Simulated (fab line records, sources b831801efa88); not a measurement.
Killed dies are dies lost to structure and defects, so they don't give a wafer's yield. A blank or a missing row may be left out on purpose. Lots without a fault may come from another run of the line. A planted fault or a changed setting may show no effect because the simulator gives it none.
Tool commonality check | flow gf180mcu | 13 lots, 39 wafers sampled

WHY IT WAS OPENED
At GF_STI_THK_MEAS_02 the reading STI_OXIDATION_THK is flagged on 3 of 13 lots. Wafers without a fault read 10.12 nm, standard deviation 0.21.
Rule: a lot is flagged when every wafer of it that has a number lies more than 4 standard deviations from that mean, or none has a number. The other lots count as sound.

lot  | measured    | on            | STI_OXIDATION_THK (nm), wafer by wafer | flag
L360 | day 1 22:04 | film_metro-01 | 10.02 10.17 9.99                       |
L361 | day 2 02:31 | film_metro-01 | 9.90 10.18 10.02                       |
L363 | day 2 15:13 | film_metro-01 | 16.56 16.78 16.65                      | FLAGGED
L367 | day 3 09:20 | film_metro-04 | 10.14 10.23 10.43                      |
L368 | day 3 15:04 | film_metro-02 | 16.70 16.54 16.35                      | FLAGGED
L369 | day 3 21:07 | film_metro-01 | 15.77 15.56 15.87                      | FLAGGED
L374 | day 4 20:22 | film_metro-04 | 10.01 9.89 9.81                        |
L375 | day 5 00:32 | film_metro-02 | 10.14 10.30 10.24                      |
L377 | day 5 10:31 | film_metro-04 | 9.70 9.97 9.77                         |
L378 | day 5 15:32 | film_metro-02 | 10.18 10.03 10.02                      |
L379 | day 5 21:22 | film_metro-01 | 9.90 10.14 10.03                       |
L380 | day 6 01:31 | film_metro-04 | 9.96 10.03 9.92                        |
L381 | day 6 08:07 | film_metro-01 | 10.00 10.01 9.78                       |
The numbers of the flagged lots are 16.31 nm on average: +6.19 nm against the usual, or +29 standard deviations.

WHICH TOOL RAN EACH LOT
The record holds 1 process step before the reading, out of a route of 602 steps. In each cell: the tool, then ch and the chambers that the sampled wafers went through, then the start.
lot  | flag    | GF_STI_OXIDATION_01
L360 |         | furnace-01 ch 0, day 1 20:38
L361 |         | furnace-01 ch 0, day 2 01:07
L363 | FLAGGED | furnace-01 ch 0, day 2 11:08 and furnace-02 ch 0, day 2 13:47
L367 |         | furnace-01 ch 0, day 3 07:56
L368 | FLAGGED | furnace-01 ch 0, day 3 12:07
L369 | FLAGGED | furnace-02 ch 0, day 3 18:10
L374 |         | furnace-02 ch 0, day 4 18:58
L375 |         | furnace-01 ch 0, day 4 23:07
L377 |         | furnace-02 ch 0, day 5 09:07
L378 |         | furnace-01 ch 0, day 5 14:07
L379 |         | furnace-01 ch 0, day 5 19:57
L380 |         | furnace-01 ch 0, day 6 00:07
L381 |         | furnace-01 ch 0, day 6 06:42
What these steps do:
- GF_STI_OXIDATION_01: stabilise 600 s, purge 300 s, target thk 10 nm.
- GF_STI_THK_MEAS_02

FLAGGED OVER TOTAL, TOOL BY TOOL (the gauges that took the reading come last)
step                | tool          | lots run | flagged | share of the flagged lots | sound lots run after its first flagged lot
GF_STI_OXIDATION_01 | furnace-01    | 10       | 2       | some                      | 6 (L367,L375,L378,L379,L380,L381)
GF_STI_OXIDATION_01 | furnace-02    | 4        | 2       | some                      | 2 (L374,L377)
GF_STI_THK_MEAS_02  | film_metro-01 | 6        | 2       | some                      | 2 (L379,L381)
GF_STI_THK_MEAS_02  | film_metro-02 | 3        | 1       | some                      | 2 (L375,L378)
GF_STI_THK_MEAS_02  | film_metro-04 | 4        | 0       | none                      | -

WHAT THE TABLE ALLOWS
No row of the table ran every flagged lot.

WHAT THE SIMULATOR HAD PUT IN
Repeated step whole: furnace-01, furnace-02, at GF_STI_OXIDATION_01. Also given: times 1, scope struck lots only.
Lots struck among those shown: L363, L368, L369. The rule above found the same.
